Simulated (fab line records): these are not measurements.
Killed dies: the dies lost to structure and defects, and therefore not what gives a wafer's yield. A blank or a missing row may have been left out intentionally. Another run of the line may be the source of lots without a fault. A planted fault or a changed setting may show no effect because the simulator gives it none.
Comparing a struck lot with a sound one :: flow gf180mcu :: 21 steps out of a route of 602
Sound: these wafers, L931.1, L931.2, L931.4. The struck wafers were L940.1, L940.2, L940.4. The cause comes at the end.
Order at every step that has rows: each side's tool, ch and its chambers, its first start. Under that, the readings that differ: sound wafers :: struck wafers :: difference of the means :: sigmas: that difference in standard deviations of wafers without a fault.
alike: same words and numbers on both sides, and readings whose means sit less than 2 such deviations apart. not compared: any withheld reading, any reading some wafer has no value for, any bound like >300 that may hide the same value, and any number with overlapping values for which the record gives no deviation.
A row with sigmas, a row that says differs or no value, or rows on one side alone: a step with any of these is where the two part. When numbers do not overlap yet have no deviation, they are printed without sigmas and do not part them. A reading that every wafer of one side lacks parts them only if that side has two wafers or more.

first, 2 steps without rows for these wafers: GF_M2_CLEAN_19 (cleans in DIW); GF_V2_CVD_00 (deposits SiO2, target thk 600 nm, time 100 s).
GF_V2_THK_MEAS_01:
  struck on film-metro-02, day 25 08:50; sound on film-metro-01, day 22 00:22
  alike: V2_CVD_00_THK
GF_V2_CVD_02: deposits SiO2 from TEOS, target thk 850 nm, time 94.851 s.
  sound on pecvd-04 ch 0,2, day 22 00:25; struck on pecvd-02 ch 0,1,2, day 25 08:53
  alike: heater-power-w
GF_V2_THK_MEAS_03:
  struck on film-metro-04, day 25 08:58; sound on film-metro-04, day 22 00:29
  alike: V2_CVD_02_THK
GF_V2_CMP_04: polishes SiO2.
  sound on cmp-01 ch 1,2,3, day 22 00:38; struck on cmp-01 ch 0,1,2, day 25 09:04
  alike: motor-current-A, time-to-endpoint-s
GF_V2_BOW_MEAS_05:
  struck on film-metro-02, day 25 09:19; sound on film-metro-02, day 22 00:56
  alike: V2_BOW
then, 5 steps without rows for these wafers: GF_V2_DEHYDRATE_06 (time 60 s); GF_V2_HMDS_07 (prime time 60 s); GF_V2_COAT_08; GF_V2_COAT_09 (resist thk 1000 nm); GF_V2_SOFTBAKE_10 (time 60 s).
GF_V2_EXPOSE_11: exposes mask Via2, target cd 260 nm.
  sound on krf-scanner-01 ch 0, day 22 12:28; struck on krf-scanner-01 ch 0, day 25 20:06
reading: exposure-dose-mJ-cm2
sound: 37.99 37.96 37.96
struck: 38.53 38.59 38.57
difference: +0.59
sigmas: +16
  alike: mask
then, 2 steps without rows for these wafers: GF_V2_PEB_12 (peb time 90 s); GF_V2_DEVELOP_13 (develop time 60 s).
GF_V2_CD_MEAS_14 targets a cd of 260 nm.
  struck on cd-sem-01, day 26 06:18; sound on cd-sem-01, day 23 00:17
  alike: cd-nm
GF_V2_OVL_MEAS_15:
  struck on overlay-01, day 26 06:25; sound on overlay-02, day 23 00:24
  alike: V2_OVL
GF_V2_ETCH_16: etches BARC in N2/H2.
  sound on rie-diel-03 ch 1,2,3, day 23 00:26; struck on rie-diel-03 ch 0,2,3, day 26 06:28
  alike: drypump-motor-current-A, oes-product-au, throttle-valve-pct
  not compared: model.V2.cd-nm
GF_V2_ETCH_17: etches SiO2 in C4F8/O2/Ar, stops on TiN, target depth 630 nm.
  sound: rie-diel-03 ch 1,2,3; struck: rie-diel-03 ch 0,2,3
  alike: oes-product-au
  not compared: model.V2.cd-nm
GF_V2_STRIP_18: strips in O2/N2.
  sound on plasma-asher-03 ch 0,1, day 23 00:34; struck on plasma-asher-03 ch 0,1, day 26 06:35
  alike: drypump-motor-current-A, heater-power-w, oes-product-au
  not compared: rf-hours-counter-h
following that, these wafers have no rows for 1 step: GF_PASSIVATION_PROBE_99.

## WHERE THEY PART
At GF_V2_EXPOSE_11 and nowhere else, as far as this record goes. Later steps at which nothing parts them and some readings are alike: GF_V2_CD_MEAS_14, GF_V2_OVL_MEAS_15, GF_V2_ETCH_16, GF_V2_ETCH_17, GF_V2_STRIP_18.

WHY: what the simulator had put in
Drift in process parameters on krf-scanner-01 at GF_V2_EXPOSE_11, starting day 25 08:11. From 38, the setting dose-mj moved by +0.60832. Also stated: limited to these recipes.
